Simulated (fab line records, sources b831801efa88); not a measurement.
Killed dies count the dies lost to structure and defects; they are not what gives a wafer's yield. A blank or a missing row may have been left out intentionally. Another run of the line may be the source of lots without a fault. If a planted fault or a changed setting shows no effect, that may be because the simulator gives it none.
Matching of chambers	flow gf180mcu	GF_V3_CMP_26 on cmp-01 has 3 sister chambers
The step polishes, stops on SiO2, t overpolish 15 s, target thk 0 nm. 3 wafers are shown with their chamber, then 6 later ones without.

== EACH WAFER AND ITS CHAMBER ==
wafer	chamber	motorCurrentA (A)
L802.4	2	11.9
L804.1	0	10.5
L804.2	3	11.2

== WAFERS WITHOUT THEIR CHAMBER ==
wafer	motorCurrentA (A)
L804.3	11.6
L809.2	10.5
L809.4	11.9
L809.5	10.5
L810.1	10.6
L810.5	11.5

== WHICH CHAMBER EACH ONE RAN IN ==
wafer	from the rows above	in truth
L804.3	can't be placed: 2 or 3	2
L809.2	0	0
L809.4	2	2
L809.5	0	0
L810.1	0	0
L810.5	can't be placed: 3 or 2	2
Correct placement for 4 of the 6. From these rows, 2 cannot be placed; in 2 the true chamber is one of the candidates. Wrongly placed: 0.
How it was worked out, from the rows above alone: a wafer's distance from a chamber is the root of the sum, over the readings, of the square of ((its reading less the chamber's mean) divided by the reading's scatter). If the next closest chamber is less than 2 further off than the closest, the wafer can't be placed; otherwise it belongs to the closest. For every chamber, the mean is computed from those of its wafers that are shown. The scatter: root of mean squared gap, hidden wafer to nearest shown wafer, with one shown wafer a chamber.
